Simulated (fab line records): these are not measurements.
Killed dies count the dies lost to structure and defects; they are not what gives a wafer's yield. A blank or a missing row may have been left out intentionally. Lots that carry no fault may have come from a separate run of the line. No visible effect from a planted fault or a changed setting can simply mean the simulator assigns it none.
What tool caused it? | flow sky130 | Sampling: 14 lots, 41 wafers, 4 of 708 route steps

## WHAT EACH GAUGE READ, for each wafer
SKY_POLY_CUT_OVL_MEAS_09.
lot  | measured     | on         | POLY_CUT_OVL (nm)
L853 | day 24 11:14 | overlay-02 | -12 -8 -12
L856 | day 25 05:53 | overlay-02 | -10 -7 -6
L858 | day 26 10:37 | overlay-01 | -2 -6 -8
L859 | day 26 22:44 | overlay-01 | -8 -10 -7
L862 | day 28 09:16 | overlay-01 | -1 0 -3
L864 | day 28 14:50 | overlay-01 | -5 -4 -4
L865 | day 28 18:45 | overlay-02 | -12 -13
L866 | day 28 20:31 | overlay-01 | -14 -10 -7
L868 | day 29 18:23 | overlay-02 | -7 -6 -4
L869 | day 30 00:47 | overlay-01 | -1 -2 6
L870 | day 30 06:58 | overlay-02 | -2 2 1
L872 | day 30 18:02 | overlay-02 | -15 -9 -15
L874 | day 31 12:28 | overlay-01 | 1 -5 -2
L876 | day 32 00:28 | overlay-02 | -3 -4 -5

SKY_SD_N_OVL_MEAS_08.
lot  | measured     | on         | SD_N_OVL (nm)
L853 | day 28 02:02 | overlay-01 | -0.9 0.8 -1.3
L856 | day 28 20:49 | overlay-02 | 1.1 1.2 0.5
L858 | day 30 00:13 | overlay-01 | -0.2 0.2 0.3
L859 | day 30 12:05 | overlay-02 | 0.9 -1.7 0.5
L862 | day 31 21:32 | overlay-01 | 1.6 1.2 1.7
L864 | day 32 01:58 | overlay-02 | 1.0 0.1 -0.2
L865 | day 32 07:12 | overlay-02 | -0.1 0.7
L866 | day 32 08:26 | overlay-01 | 4.2 3.2 3.2
L868 | day 33 04:34 | overlay-01 | 1.2 -0.1 0.4
L869 | day 33 10:43 | overlay-02 | -1.5 -1.0 -1.2
L870 | day 33 16:25 | overlay-02 | -1.9 -0.4 -0.3
L872 | day 34 02:52 | overlay-02 | -0.3 -1.4 -1.3
L874 | day 34 22:02 | overlay-02 | -0.6 0.3 1.1
L876 | day 35 08:07 | overlay-01 | -0.5 -0.5 -0.7

SKY_LI_CONTACT_THK_MEAS_01.
lot  | measured     | on            | LI_CONTACT_HDPCVD_THK (nm)
L853 | day 28 03:16 | film-metro-04 | 906 937 908
L856 | day 28 22:02 | film-metro-04 | 925 914 931
L858 | day 30 01:25 | film-metro-01 | 927 943 924
L859 | day 30 13:20 | film-metro-03 | 930 926 927
L862 | day 31 22:44 | film-metro-01 | 933 930 907
L864 | day 32 03:10 | film-metro-01 | 949 912 955
L865 | day 32 08:28 | film-metro-03 | 937 913
L866 | day 32 09:39 | film-metro-04 | 919 925 910
L868 | day 33 05:46 | film-metro-01 | 920 946 911
L869 | day 33 11:55 | film-metro-03 | 793 800 807
L870 | day 33 17:37 | film-metro-04 | 787 805 781
L872 | day 34 04:05 | film-metro-01 | 801 790 812
L874 | day 34 23:14 | film-metro-04 | 903 935 923
L876 | day 35 09:19 | film-metro-03 | 940 904 926

## WHAT TOOL EACH LOT RAN ON (gives the tool, then ch and the chambers of the sampled wafers, and finally the start)
lot  | SKY_LI_CONTACT_HDPCVD_00
L853 | hdpcvd-01 ch 1,2, day 28 03:09
L856 | hdpcvd-02 ch 0,1,2, day 28 21:56
L858 | hdpcvd-02 ch 0,1,2, day 30 01:18
L859 | hdpcvd-02 ch 1,2, day 30 13:14
L862 | hdpcvd-01 ch 1,2, day 31 22:38
L864 | hdpcvd-02 ch 0,2, day 32 03:03
L865 | hdpcvd-01 ch 0,2, day 32 08:23
L866 | hdpcvd-01 ch 1,2, day 32 09:33
L868 | hdpcvd-02 ch 0,1,2, day 33 05:40
L869 | hdpcvd-02 ch 0,1,2, day 33 11:48
L870 | hdpcvd-02 ch 0,1,2, day 33 17:31
L872 | hdpcvd-02 ch 0,1, day 34 03:58
L874 | hdpcvd-01 ch 0,1,2, day 34 23:08
L876 | hdpcvd-01 ch 0,2, day 35 09:13
- SKY_LI_CONTACT_HDPCVD_00: deposits PSG, target thk 930 nm, time 155 s.

## AS READ BY THE TOOLS THEMSELVES (means over the sampled wafers that have a number; for cases with no such wafer, the mark the record gives instead)
SKY_LI_CONTACT_HDPCVD_00.
lot  | tool      | sih4-flow-sccm (sccm)
L853 | hdpcvd-01 | 60.26
L856 | hdpcvd-02 | 60.15
L858 | hdpcvd-02 | 60.17
L859 | hdpcvd-02 | 59.96
L862 | hdpcvd-01 | 60.14
L864 | hdpcvd-02 | 60.19
L865 | hdpcvd-01 | 60.13
L866 | hdpcvd-01 | 60.01
L868 | hdpcvd-02 | 60.05
L869 | hdpcvd-02 | 60.00
L870 | hdpcvd-02 | 59.92
L872 | hdpcvd-02 | 59.96
L874 | hdpcvd-01 | 59.98
L876 | hdpcvd-01 | 59.96

## THE ANSWER, worked out from the rows above alone
Rule: the usual values come from the lots themselves. Put in order of their means at a reading, lots are off if they are a third of the lots or fewer, leave a main group of 4 or more, and stand apart from it by a gap of 3 or more times the standard deviation of the main group's means; of several such gaps the widest counts. Not used: any main group whose means are identical at the precision the tables above print for the reading. A lot without any number at a reading at which 4 lots or more have one is off too. All remaining lots with rows at the step are treated as sound. First the gauges in route order, then the tools' own readings, where a lot's mean is used as printed above. The first step at which some lot is off is used, and at that step the reading that is off furthest; a lot without a number counts as furthest.
Off: at SKY_LI_CONTACT_THK_MEAS_01 (LI_CONTACT_HDPCVD_THK), L869, L870, L872. Mean 925 nm and standard deviation 5.9 in the main group.
A tool fits if, at a process step before that reading, it ran every lot that is off, and no sound lot after the first of them. The gauges at SKY_LI_CONTACT_THK_MEAS_01 are tried like those tools. One candidate fits, namely hdpcvd-02 at SKY_LI_CONTACT_HDPCVD_00. Its last sound lot is L868 (day 33 05:40), its first lot that is off L869 (day 33 11:48): a fault that began between those two fits.

## WHAT THE SIMULATOR HAD PUT IN
Site profile drift: hdpcvd-02, from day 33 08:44 on, at SKY_LI_CONTACT_HDPCVD_00. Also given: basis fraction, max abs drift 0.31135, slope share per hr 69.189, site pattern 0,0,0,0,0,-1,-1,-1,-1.
Lots struck among those shown: L869, L870, L872. The rule above reached the same finding.
